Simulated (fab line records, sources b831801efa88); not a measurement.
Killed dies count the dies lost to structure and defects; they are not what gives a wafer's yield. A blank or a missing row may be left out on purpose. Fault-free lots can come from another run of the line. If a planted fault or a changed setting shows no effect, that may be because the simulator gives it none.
Which of the tools did it?	flow sky130	11 lots with 33 wafers sampled at 3 steps, on a route of 708 steps

## WHAT THE GAUGES SHOWED, per wafer
SKY_LDD_N_OVL_MEAS_07.
lot	measured	on	LDD_N_OVL (nm)
L940	day 17 07:49	overlay-02	-0.4 -0.2 0.4
L947	day 20 12:10	overlay-02	- - -
L948	day 21 04:25	overlay-02	- - -
L949	day 21 09:10	overlay-02	- - -
L952	day 23 03:19	overlay-02	-0.5 -0.6 -0.1
L955	day 23 17:43	overlay-02	-0.4 0.7 0.9
L957	day 23 20:25	overlay-01	-1.5 -2.4 -1.2
L959	day 24 15:53	overlay-02	-1.0 -0.9 1.1
L958	day 24 19:04	overlay-01	-2.5 -3.0 -2.3
L960	day 25 01:55	overlay-01	-1.7 -1.7 -0.1
L962	day 25 11:34	overlay-01	-0.1 -1.2 -1.7

## WHAT TOOL EACH LOT RAN ON (gives the tool, then ch and the chambers of the sampled wafers, and finally the start)
lot	SKY_RES_PROTECT_STRIP_07	SKY_LDD_N_COAT_02
L940	plasma-asher-04 ch 0,1, day 14 18:04	litho-track-03 ch 0, day 16 16:55
L947	plasma-asher-02 ch 0, day 17 17:25	litho-track-01, day 19 20:03
L948	plasma-asher-01 ch 0,1, day 18 11:03	litho-track-03, day 20 14:02
L949	plasma-asher-04 ch 0,1, day 18 15:58	litho-track-01, day 20 18:15
L952	plasma-asher-02 ch 0,1, day 20 09:30	litho-track-03 ch 0, day 22 11:28
L955	plasma-asher-04 ch 0,1, day 20 23:31	litho-track-02 ch 0, day 23 02:44
L957	plasma-asher-04 ch 0,1, day 21 04:16	litho-track-03 ch 0, day 23 05:37
L959	plasma-asher-01 ch 0,1, day 22 00:18	litho-track-03 ch 0, day 24 00:46
L958	plasma-asher-04 ch 0,1, day 22 04:36	litho-track-01 ch 0, day 24 04:28
L960	plasma-asher-01 ch 0,1, day 22 10:06	litho-track-01 ch 0, day 24 11:19
L962	plasma-asher-01 ch 0,1, day 22 20:55	litho-track-03 ch 0, day 24 20:07
- SKY_RES_PROTECT_STRIP_07: strips in O2/N2.
- SKY_LDD_N_COAT_02: resist thk 300 nm.

## THE ANSWER, worked out from the rows above alone
Rule: what is usual is taken from the lots themselves. The widest of any qualifying gaps counts: lots, ordered by their means at a reading, are off when they make up no more than a third of the lots, leave a main group of 4 or more, and stand apart from it by 3 or more times the standard deviation of that group's means. A main group is skipped when, at the precision printed for the reading in the tables above, its means are all equal. Also off: a lot with no number at a reading for which 4 or more lots have one. Where the step has rows for the other lots, those lots are counted as sound.
Off: at SKY_LDD_N_OVL_MEAS_07 (LDD_N_OVL), L947, L948, L949. Without a number there: L947, L948, L949. Main group: mean -0.8 nm, sd 0.91.
A tool fits if, at a process step before that reading, it ran every lot that is off, and no sound lot after the first of them. Those tools and the gauges at SKY_LDD_N_OVL_MEAS_07 are tried in the same way. Of those tried, none fits.

## WHAT THE SIMULATOR PUT IN
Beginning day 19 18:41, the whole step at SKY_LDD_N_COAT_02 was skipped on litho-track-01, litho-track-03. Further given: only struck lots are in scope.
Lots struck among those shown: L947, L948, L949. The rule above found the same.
